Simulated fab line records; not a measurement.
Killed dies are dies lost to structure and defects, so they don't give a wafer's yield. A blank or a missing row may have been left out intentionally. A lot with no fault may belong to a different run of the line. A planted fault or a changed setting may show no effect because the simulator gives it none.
Which of the tools did it? || flow gf180mcu || 14 lots with 42 wafers sampled at 2 steps, on a route of 602 steps

WHAT THE GAUGES READ, wafer by wafer
GF_CONTACT_THK_MEAS_01.
{"lot": "L280", "measured": "day 15 16:49", "on": "film metro-02", "CONTACT_CVD_00_THK (nm)": "300.7 300.1 301.0"}
{"lot": "L282", "measured": "day 16 18:06", "on": "film metro-03", "CONTACT_CVD_00_THK (nm)": "302.2 297.7 299.8"}
{"lot": "L283", "measured": "day 16 22:33", "on": "film metro-02", "CONTACT_CVD_00_THK (nm)": "300.6 300.5 298.0"}
{"lot": "L285", "measured": "day 17 11:47", "on": "film metro-01", "CONTACT_CVD_00_THK (nm)": "296.9 299.9 298.5"}
{"lot": "L284", "measured": "day 17 15:29", "on": "film metro-01", "CONTACT_CVD_00_THK (nm)": "297.5 302.3 298.6"}
{"lot": "L286", "measured": "day 17 18:45", "on": "film metro-02", "CONTACT_CVD_00_THK (nm)": "300.9 299.0 300.8"}
{"lot": "L289", "measured": "day 18 22:44", "on": "film metro-02", "CONTACT_CVD_00_THK (nm)": "295.1 301.4 296.2"}
{"lot": "L291", "measured": "day 19 17:32", "on": "film metro-02", "CONTACT_CVD_00_THK (nm)": "300.1 294.8 299.1"}
{"lot": "L292", "measured": "day 20 01:52", "on": "film metro-02", "CONTACT_CVD_00_THK (nm)": "303.3 300.9 301.6"}
{"lot": "L293", "measured": "day 20 06:54", "on": "film metro-02", "CONTACT_CVD_00_THK (nm)": "298.0 299.9 300.0"}
{"lot": "L295", "measured": "day 21 06:10", "on": "film metro-03", "CONTACT_CVD_00_THK (nm)": "296.3 301.1 299.7"}
{"lot": "L296", "measured": "day 21 10:17", "on": "film metro-01", "CONTACT_CVD_00_THK (nm)": "299.8 301.3 300.3"}
{"lot": "L299", "measured": "day 22 07:16", "on": "film metro-03", "CONTACT_CVD_00_THK (nm)": "151.5 149.8 151.2"}
{"lot": "L302", "measured": "day 23 09:23", "on": "film metro-03", "CONTACT_CVD_00_THK (nm)": "152.9 154.7 155.5"}

WHAT TOOL EACH LOT RAN ON (gives the tool, then ch and the chambers of the sampled wafers, and finally the start)
{"lot": "L280", "GF_CONTACT_CVD_00": "hdpcvd-01 ch 0,2, day 15 16:46"}
{"lot": "L282", "GF_CONTACT_CVD_00": "hdpcvd-01 ch 0,1,2, day 16 18:03"}
{"lot": "L283", "GF_CONTACT_CVD_00": "hdpcvd-02 ch 0,2, day 16 22:29"}
{"lot": "L285", "GF_CONTACT_CVD_00": "hdpcvd-01 ch 0,1, day 17 11:44"}
{"lot": "L284", "GF_CONTACT_CVD_00": "hdpcvd-02 ch 0,1,2, day 17 15:26"}
{"lot": "L286", "GF_CONTACT_CVD_00": "hdpcvd-02 ch 0,1,2, day 17 18:42"}
{"lot": "L289", "GF_CONTACT_CVD_00": "hdpcvd-02 ch 0,1, day 18 22:40"}
{"lot": "L291", "GF_CONTACT_CVD_00": "hdpcvd-02 ch 0,1,2, day 19 17:29"}
{"lot": "L292", "GF_CONTACT_CVD_00": "hdpcvd-01 ch 0,1, day 20 01:49"}
{"lot": "L293", "GF_CONTACT_CVD_00": "hdpcvd-01 ch 0,1, day 20 06:50"}
{"lot": "L295", "GF_CONTACT_CVD_00": "hdpcvd-01 ch 0,1, day 21 06:07"}
{"lot": "L296", "GF_CONTACT_CVD_00": "hdpcvd-02 ch 0,1, day 21 10:14"}
{"lot": "L299", "GF_CONTACT_CVD_00": "hdpcvd-02 ch 0,2, day 22 07:13"}
{"lot": "L302", "GF_CONTACT_CVD_00": "hdpcvd-02 ch 0,1,2, day 23 09:20"}
- GF_CONTACT_CVD_00: deposits SiO2, target thk 300 nm, time 50 s.

WHAT THE TOOLS THEMSELVES READ (means of the sampled wafers that have a number; where no wafer has one, the mark that the record gives instead)
GF_CONTACT_CVD_00.
{"lot": "L280", "tool": "hdpcvd-01", "sih4 flow sccm (sccm)": 60.01}
{"lot": "L282", "tool": "hdpcvd-01", "sih4 flow sccm (sccm)": 59.89}
{"lot": "L283", "tool": "hdpcvd-02", "sih4 flow sccm (sccm)": 60.08}
{"lot": "L285", "tool": "hdpcvd-01", "sih4 flow sccm (sccm)": 60.31}
{"lot": "L284", "tool": "hdpcvd-02", "sih4 flow sccm (sccm)": 59.98}
{"lot": "L286", "tool": "hdpcvd-02", "sih4 flow sccm (sccm)": 60.00}
{"lot": "L289", "tool": "hdpcvd-02", "sih4 flow sccm (sccm)": 60.00}
{"lot": "L291", "tool": "hdpcvd-02", "sih4 flow sccm (sccm)": 59.97}
{"lot": "L292", "tool": "hdpcvd-01", "sih4 flow sccm (sccm)": 60.14}
{"lot": "L293", "tool": "hdpcvd-01", "sih4 flow sccm (sccm)": 59.95}
{"lot": "L295", "tool": "hdpcvd-01", "sih4 flow sccm (sccm)": 60.03}
{"lot": "L296", "tool": "hdpcvd-02", "sih4 flow sccm (sccm)": 60.06}
{"lot": "L299", "tool": "hdpcvd-02", "sih4 flow sccm (sccm)": 30.08}
{"lot": "L302", "tool": "hdpcvd-02", "sih4 flow sccm (sccm)": 29.98}

THE ANSWER, worked out from the rows above alone
Rule: the usual values come from the lots themselves. Put in order of their means at a reading, lots are off if they are a third of the lots or fewer, leave a main group of 4 or more, and stand apart from it by a gap of 3 or more times the standard deviation of the main group's means; of several such gaps the widest counts. A main group whose means are all the same, to the digits that the tables above print for the reading, isn't used. A lot without any number at a reading at which 4 lots or more have one is off too. All remaining lots with rows at the step are treated as sound. After the gauges, taken in route order, come the tools' own readings; for these a lot's mean is taken, as printed above. The first step at which some lot is off is used, and at that step the reading that is off furthest; a lot without a number counts as furthest.
Off: L299, L302, at GF_CONTACT_THK_MEAS_01 (CONTACT_CVD_00_THK). The main group has a mean of 299.6 nm with a standard deviation of 1.2.
If a tool, at a process step before that reading, ran all the lots that are off and no sound lot after the first of them, it fits. Not tried: the gauges at GF_CONTACT_THK_MEAS_01; whatever is off there is also off at GF_CONTACT_CVD_00, on other tools, and gauge error can't account for it. One fits: hdpcvd-02 at GF_CONTACT_CVD_00. Its last sound lot is L296 (day 21 10:14), its first lot that is off L299 (day 22 07:13): a fault that began between those two fits.
The tool's own readings at GF_CONTACT_CVD_00 bear it out: on the lots that are off they differ by more than 5 times the standard deviation of the sound lots' means. sih4 flow sccm reads 30.03 sccm there against 60.03 sccm on the sound lots.

WHAT THE SIMULATOR PUT IN
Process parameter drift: hdpcvd-02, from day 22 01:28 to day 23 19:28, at GF_CONTACT_CVD_00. A move of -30 in setting sih4 flow sccm, from 60. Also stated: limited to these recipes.
Struck lots among those shown: L299, L302. The rule given above showed the same thing.
